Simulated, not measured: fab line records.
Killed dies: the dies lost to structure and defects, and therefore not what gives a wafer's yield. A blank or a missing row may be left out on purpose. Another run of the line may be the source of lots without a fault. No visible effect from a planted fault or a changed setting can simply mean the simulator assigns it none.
2 desks looking at one fault / flow gf180mcu / numbers are kept per desk, each desk with only its own; the story behind them comes last

## AT THE TOOL OWNER'S DESK: implanter-02
For each lot that ran on this tool, the mean over its sampled wafers that have a number, from the tool's own readings at GF_LVPWELL_IMPLANT_09. If a lot's mean is further than 4 standard deviations from the usual mean, the lot is out of limits and carries the mark OUT (the distance appears in the brackets).
Columns: A = dose_ions_cm2 at GF_LVPWELL_IMPLANT_09, usual 5e+12; B = faraday_current_uA at GF_LVPWELL_IMPLANT_09, usual 28.2; C = tilt_deg at GF_LVPWELL_IMPLANT_09, usual -0.002 degrees
lot=L947; first seen here=day 3 20:08; A=5e+12; B=28.3; C=0.020
lot=L950; first seen here=day 4 14:39; A=5e+12; B=28.4; C=-0.040
lot=L953; first seen here=day 5 06:44; A=5e+12; B=28.0; C=-0.033
lot=L959; first seen here=day 6 16:27; A=5e+12; B=28.0; C=-0.026
lot=L960; first seen here=day 6 21:35; A=5e+12; B=28.6; C=0.021
lot=L961; first seen here=day 7 04:37; A=4e+12 (-99 or more) OUT; B=25.0 (-5.6) OUT; C=-0.008
lot=L965; first seen here=day 7 23:38; A=4e+12 (-99 or more) OUT; B=25.4 (-5.0) OUT; C=-0.001
lot=L967; first seen here=day 8 14:26; A=4e+12 (-99 or more) OUT; B=25.2 (-5.3) OUT; C=-0.005
This desk's finding: out of limits on L961, L965, L967; first on L961, day 7 04:37 (dose_ions_cm2 at GF_LVPWELL_IMPLANT_09). In limits: L947, L950, L953, L959, L960.

## AT THE METROLOGY DESK
What the gauges read for every lot (on any tool): the sampled wafers with a number, averaged. If a lot's mean is further than 4 standard deviations from the usual mean, the lot is out of limits and carries the mark OUT (the distance appears in the brackets).
Columns: A = cd_nm at GF_STI_CD_MEAS_12, usual 220.0 nm; B = LVPWELL_RS at GF_VT_IMPLANT_RS_MEAS_48, usual 1196.7 ohm/sq; C = cd_nm at GF_PSD_CD_MEAS_07, usual 399.5 nm; D = cd_nm at GF_SAB_CD_MEAS_09, usual 420.3 nm
lot=L947; first seen here=day 2 01:05; A=220.3; B=1193.2; C=398.7; D=416.9
lot=L950; first seen here=day 2 17:07; A=219.3; B=1197.9; C=401.8; D=421.8
lot=L952; first seen here=day 3 03:26; A=220.9; B=1197.5; C=397.0; D=416.0
lot=L953; first seen here=day 3 08:04; A=219.7; B=1200.2; C=401.6; D=423.1
lot=L955; first seen here=day 3 19:35; A=220.2; B=1191.0; C=401.5; D=421.2
lot=L956; first seen here=day 4 01:38; A=220.5; B=1195.6; C=396.3; D=419.7
lot=L957; first seen here=day 4 04:29; A=219.1; B=1196.5; C=401.7; D=425.8
lot=L958; first seen here=day 4 10:31; A=219.9; B=1196.2; C=399.0; D=415.9
lot=L959; first seen here=day 4 15:17; A=219.7; B=1193.2; C=398.5; D=419.8
lot=L960; first seen here=day 4 20:32; A=219.9; B=1198.7; C=400.2; D=421.0
lot=L961; first seen here=day 5 01:37; A=218.6; B=1224.7 (+9.3) OUT; C=399.4; D=424.6
lot=L962; first seen here=day 5 06:28; A=219.2; B=1199.3; C=402.5; D=419.0
lot=L965; first seen here=day 5 22:17; A=220.9; B=1221.4 (+8.2) OUT; C=399.2; D=419.0
lot=L967; first seen here=day 6 09:52; A=219.9; B=1219.8 (+7.7) OUT; C=398.2; D=422.9
This desk's finding: out of limits on L961, L965, L967; first on L961, day 11 13:44 (LVPWELL_RS at GF_VT_IMPLANT_RS_MEAS_48). In limits: L947, L950, L952, L953, L955, L956, L957, L958, L959, L960, L962.

## BROUGHT TOGETHER
The tool owner's desk had the chance to raise an alarm at day 7 04:37 on L961, L965, L967.
On L961, L965, L967, the metrology desk was in a position to raise an alarm at day 11 13:44.
GF_LVPWELL_IMPLANT_09 was run on implanter-02 by each of the lots named.

## WHAT THE SIMULATOR PUT IN
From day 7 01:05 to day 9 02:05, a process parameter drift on implanter-02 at GF_LVPWELL_IMPLANT_09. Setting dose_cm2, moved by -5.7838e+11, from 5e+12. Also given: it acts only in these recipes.
Struck lots among those shown: L961, L965, L967.
Fault start to first reading out of limits, in hours, per desk: tool owner, 4; metrology, 109.
